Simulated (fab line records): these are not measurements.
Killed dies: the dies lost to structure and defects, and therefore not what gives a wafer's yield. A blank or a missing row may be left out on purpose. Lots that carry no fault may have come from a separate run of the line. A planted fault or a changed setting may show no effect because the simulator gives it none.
Tool commonality check | flow sky130 | 11 lots and 33 wafers in the sample

== WHY THIS WAS OPENED ==
SKY_SONOS_TUNNEL_TW_MEAS_12, reading SONOS_TUNNEL_TW: flagged on 2 of 11 lots. No-fault wafers: 198, standard deviation 4.
Rule: a lot is flagged in two cases, either no wafer of it has a number, or all its wafers with numbers fall more than 4 standard deviations from that mean. The other lots count as sound.

lot  | measured     | on            | SONOS_TUNNEL_TW, wafer by wafer | flag
L459 | day 11 08:39 | film metro-01 | 195 196 197                     |
L463 | day 13 10:41 | film metro-02 | 31 31 31                        | FLAGGED
L464 | day 13 18:45 | film metro-02 | 31 31 31                        | FLAGGED
L470 | day 16 04:53 | film metro-01 | 197 196 196                     |
L471 | day 16 06:47 | film metro-02 | 204 202 204                     |
L472 | day 16 13:59 | film metro-02 | 203 203 203                     |
L474 | day 16 17:58 | film metro-01 | 195 195 196                     |
L473 | day 16 19:10 | film metro-02 | 203 203 202                     |
L475 | day 16 23:54 | film metro-01 | 195 194 195                     |
L477 | day 17 18:28 | film metro-01 | 194 196 196                     |
L480 | day 18 15:16 | film metro-04 | 193 194 192                     |
The numbers of the flagged lots are 31 on average: -167 against the usual, or -42 standard deviations.

== EACH LOT AND THE TOOL IT RAN ON ==
The record holds 3 process steps before the reading, out of a route of 708 steps. In each cell: the tool, then ch and the chambers that the sampled wafers went through, then the start.
lot  | flag    | SKY_FIELD_ISO_ETCH_14             | SKY_FIELD_ISO_CMP_27         | SKY_SONOS_TUNNEL_DEVELOP_06
L459 |         | rie diel-04 ch 1,3, day 2 09:44   | cmp-02 ch 1,2,3, day 2 14:31 | litho track-01 ch 0, day 11 07:50
L463 | FLAGGED | rie diel-04 ch 0,1, day 3 06:23   | cmp-01 ch 0,2,3, day 3 17:01 | litho track-01 ch 0, day 13 09:48
L464 | FLAGGED | rie diel-01 ch 0,1,2, day 3 13:17 | cmp-02 ch 0,1,3, day 4 03:01 | litho track-01 ch 0, day 13 18:03
L470 |         | rie diel-04 ch 1,2,3, day 4 20:34 | cmp-01 ch 0,2,3, day 5 11:55 | litho track-04 ch 0, day 16 04:09
L471 |         | rie diel-01 ch 0,2, day 5 02:05   | cmp-02 ch 0,1,2, day 5 11:55 | litho track-04 ch 0, day 16 06:04
L472 |         | rie diel-04 ch 0,1,3, day 5 07:26 | cmp-02 ch 1,2, day 5 21:10   | litho track-03 ch 0, day 16 13:11
L474 |         | rie diel-02 ch 0,1,2, day 5 18:10 | cmp-01 ch 1,2,3, day 5 22:37 | litho track-01 ch 0, day 16 17:14
L473 |         | rie diel-02 ch 0,1, day 5 14:02   | cmp-02 ch 0,1,2, day 5 22:43 | litho track-01 ch 0, day 16 18:27
L475 |         | rie diel-02 ch 0,1,3, day 5 23:29 | cmp-01 ch 0,1,2, day 6 04:23 | litho track-01 ch 0, day 16 23:11
L477 |         | rie diel-02 ch 0,1,3, day 6 11:29 | cmp-01 ch 0,1,2, day 6 16:02 | litho track-01 ch 0, day 17 17:46
L480 |         | rie diel-04 ch 0,1,3, day 6 22:32 | cmp-02 ch 1,2,3, day 7 03:05 | litho track-04 ch 0, day 18 14:27
These steps, and what they do:
- SKY_FIELD_ISO_ETCH_14: etches BARC in N2/H2, stops on SiO2, time 45.9 s, target depth 60 nm.
- SKY_FIELD_ISO_CMP_27: polishes, stops on Si3N4, t overpolish 16 s, target thk 457.8 nm.
- SKY_SONOS_TUNNEL_DEVELOP_06: develop time 60 s.
- SKY_SONOS_TUNNEL_TW_MEAS_12

== FLAGGED AGAINST TOTAL, ONE TOOL AT A TIME (gauges that did the reading follow at the end) ==
step                        | tool           | lots run | flagged | share of the flagged lots | sound lots run after its first flagged lot
SKY_FIELD_ISO_ETCH_14       | rie diel-01    | 2        | 1       | some                      | 1 (L471)
SKY_FIELD_ISO_ETCH_14       | rie diel-02    | 4        | 0       | none                      | -
SKY_FIELD_ISO_ETCH_14       | rie diel-04    | 5        | 1       | some                      | 3 (L470,L472,L480)
SKY_FIELD_ISO_CMP_27        | cmp-01         | 5        | 1       | some                      | 4 (L470,L474,L475,L477)
SKY_FIELD_ISO_CMP_27        | cmp-02         | 6        | 1       | some                      | 4 (L471,L472,L473,L480)
SKY_SONOS_TUNNEL_DEVELOP_06 | litho track-01 | 7        | 2       | all                       | 4 (L474,L473,L475,L477)
SKY_SONOS_TUNNEL_DEVELOP_06 | litho track-03 | 1        | 0       | none                      | -
SKY_SONOS_TUNNEL_DEVELOP_06 | litho track-04 | 3        | 0       | none                      | -
SKY_SONOS_TUNNEL_TW_MEAS_12 | film metro-01  | 5        | 0       | none                      | -
SKY_SONOS_TUNNEL_TW_MEAS_12 | film metro-02  | 5        | 2       | all                       | 3 (L471,L472,L473)
SKY_SONOS_TUNNEL_TW_MEAS_12 | film metro-04  | 1        | 0       | none                      | -

== WHAT IS ALLOWED BY THE TABLE ==
litho track-01 at SKY_SONOS_TUNNEL_DEVELOP_06 and film metro-02 at SKY_SONOS_TUNNEL_TW_MEAS_12 are the 2 rows of the table that ran each flagged lot.
- litho track-01 at SKY_SONOS_TUNNEL_DEVELOP_06: 2 of its 7 lots flagged. Sound lots ran on it after the first flagged one (L474, L473, L475, L477), which a lasting fault on the whole tool wouldn't allow.
- film metro-02 at SKY_SONOS_TUNNEL_TW_MEAS_12: 2 of its 5 lots flagged. Sound lots ran on it after the first flagged one (L471, L472, L473), which a lasting fault on the whole tool wouldn't allow.
Every row of the table either missed a flagged lot or ran a sound lot after the first.

== WHAT WAS PUT IN BY THE SIMULATOR ==
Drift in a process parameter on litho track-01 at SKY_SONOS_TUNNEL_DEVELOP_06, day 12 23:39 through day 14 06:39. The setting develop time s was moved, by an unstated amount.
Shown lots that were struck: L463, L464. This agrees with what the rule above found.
